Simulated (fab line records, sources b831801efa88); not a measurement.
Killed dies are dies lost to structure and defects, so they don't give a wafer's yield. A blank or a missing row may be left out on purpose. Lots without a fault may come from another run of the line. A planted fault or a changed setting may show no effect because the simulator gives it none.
Which tool did it? | flow sky130 | 9 lots, 27 wafers sampled, at 4 steps of a route of 708

WHAT THE GAUGES READ, wafer by wafer
SKY_SD_N_TW_MEAS_12.
lot  | measured     | on            | SD_N_TW
L557 | day 28 15:28 | film_metro-01 | 4034 4028 4052
L556 | day 28 17:37 | film_metro-01 | 4008 4016 4032
L558 | day 29 04:41 | film_metro-01 | 4017 4013 4020
L559 | day 29 07:44 | film_metro-03 | 3996 3973 3983
L560 | day 29 18:14 | film_metro-03 | 3968 3974 3991
L563 | day 30 10:55 | film_metro-03 | 3766 3755 3757 3775 3781 3788
L564 | day 30 19:31 | film_metro-02 | 3820 3811 3815 3829 3818 3826
L565 | day 31 03:31 | film_metro-03 | 3774 3789 3793 3757 3774 3773
L566 | day 31 07:35 | film_metro-03 | 3766 3788 3769 3769 3757 3781

WHICH TOOL RAN EACH LOT (tool, then ch and the chambers of the sampled wafers, then the start)
lot  | SKY_POLY_CUT_ETCH_11               | SKY_SD_N_IMPLANT_09             | SKY_SD_N_STRIP_11
L557 | rie_diel-03 ch 0,1, day 24 22:52   | implanter-03 ch 0, day 28 15:07 | plasma_asher-02 ch 0,1, day 28 15:22
L556 | rie_diel-03 ch 0,1,2, day 25 01:40 | implanter-01 ch 0, day 28 17:14 | plasma_asher-01 ch 0,1, day 28 17:31
L558 | rie_diel-04 ch 0,1,2, day 25 12:46 | implanter-01 ch 0, day 29 04:17 | plasma_asher-01 ch 0,1, day 29 04:35
L559 | rie_diel-04 ch 1,2,3, day 25 15:23 | implanter-01 ch 0, day 29 07:20 | plasma_asher-01 ch 0,1, day 29 07:38
L560 | rie_diel-03 ch 0,2,3, day 26 03:07 | implanter-03 ch 0, day 29 17:50 | plasma_asher-04 ch 0,1, day 29 18:08
L563 | rie_diel-03 ch 1,2,3, day 26 20:53 | implanter-01 ch 0, day 30 10:33 | plasma_asher-04 ch 0,1, day 30 10:49
L564 | rie_diel-04 ch 2,3, day 27 06:45   | implanter-01 ch 0, day 30 19:09 | plasma_asher-01 ch 0,1, day 30 19:25
L565 | rie_diel-03 ch 1,2,3, day 27 14:43 | implanter-01 ch 0, day 31 03:07 | plasma_asher-02 ch 0,1, day 31 03:25
L566 | rie_diel-03 ch 0,1, day 27 20:31   | implanter-01 ch 0, day 31 07:13 | plasma_asher-01 ch 0,1, day 31 07:31
- SKY_POLY_CUT_ETCH_11: etches Si3N4 in CF4/CH2F2/Ar, stops on poly-Si, time 42.5 s, target depth 60 nm.
- SKY_SD_N_IMPLANT_09
- SKY_SD_N_STRIP_11: strips in O2/N2.

WHAT THE TOOLS THEMSELVES READ (means of the sampled wafers that have a number; where no wafer has one, the mark that the record gives instead)
SKY_POLY_CUT_ETCH_11.
lot  | tool        | chamber_pressure_mTorr (mTorr) | drypump_motor_current_A (A) | oes_product_au (a.u.) | throttle_valve_pct (%)
L557 | rie_diel-03 | 39.99                          | 5.3                         | 0.838                 | 14.993
L556 | rie_diel-03 | 40.02                          | 5.6                         | 0.825                 | 15.002
L558 | rie_diel-04 | 40.01                          | 5.6                         | 0.833                 | 14.986
L559 | rie_diel-04 | 39.98                          | 5.6                         | 0.819                 | 14.996
L560 | rie_diel-03 | 40.04                          | 6.1                         | 0.827                 | 14.993
L563 | rie_diel-03 | 40.00                          | 5.8                         | 0.822                 | 14.996
L564 | rie_diel-04 | 40.02                          | 5.9                         | 0.838                 | 14.989
L565 | rie_diel-03 | 39.98                          | 5.8                         | 0.830                 | 14.997
L566 | rie_diel-03 | 39.98                          | 5.5                         | 0.822                 | 14.993

SKY_SD_N_IMPLANT_09.
lot  | tool         | dose_ions_cm2
L557 | implanter-03 | 4e+15
L556 | implanter-01 | 4e+15
L558 | implanter-01 | 4e+15
L559 | implanter-01 | 4e+15
L560 | implanter-03 | 4e+15
L563 | implanter-01 | 4e+15
L564 | implanter-01 | 4e+15
L565 | implanter-01 | 4e+15
L566 | implanter-01 | 4e+15

SKY_SD_N_STRIP_11.
lot  | tool            | chamber_pressure_mTorr (mTorr) | drypump_motor_current_A (A) | oes_product_au (a.u.) | strip_time_to_endpoint_s (s)
L557 | plasma_asher-02 | 1500.9                         | 5.70                        | 0.532                 | 22.53
L556 | plasma_asher-01 | 1500.2                         | 5.59                        | 0.529                 | 22.58
L558 | plasma_asher-01 | 1500.8                         | 5.58                        | 0.528                 | 22.57
L559 | plasma_asher-01 | 1500.9                         | 5.66                        | 0.529                 | 22.56
L560 | plasma_asher-04 | 1500.2                         | 5.79                        | 0.529                 | 22.55
L563 | plasma_asher-04 | 1499.8                         | 5.85                        | 0.522                 | 23.24
L564 | plasma_asher-01 | 1500.5                         | 5.56                        | 0.519                 | 23.25
L565 | plasma_asher-02 | 1500.3                         | 5.70                        | 0.518                 | 23.34
L566 | plasma_asher-01 | 1499.8                         | 5.58                        | 0.523                 | 23.36

THE ANSWER, worked out from the rows above alone
Rule: what is usual is taken from the lots themselves. Put in order of their means at a reading, lots are off if they are a third of the lots or fewer, leave a main group of 4 or more, and stand apart from it by a gap of 3 or more times the standard deviation of the main group's means; of several such gaps the widest counts. A main group whose means are all the same, to the digits that the tables above print for the reading, isn't used. A lot without any number at a reading at which 4 lots or more have one is off too. The other lots that the step has rows for count as sound. The gauges are gone through in route order, then the tools' own readings, and for those a lot's mean is taken as printed above. The first step at which some lot is off is used, and at that step the reading that is off furthest; a lot without a number counts as furthest.
No lot is off at any reading shown: from this, nothing can be told.

WHAT THE SIMULATOR HAD PUT IN
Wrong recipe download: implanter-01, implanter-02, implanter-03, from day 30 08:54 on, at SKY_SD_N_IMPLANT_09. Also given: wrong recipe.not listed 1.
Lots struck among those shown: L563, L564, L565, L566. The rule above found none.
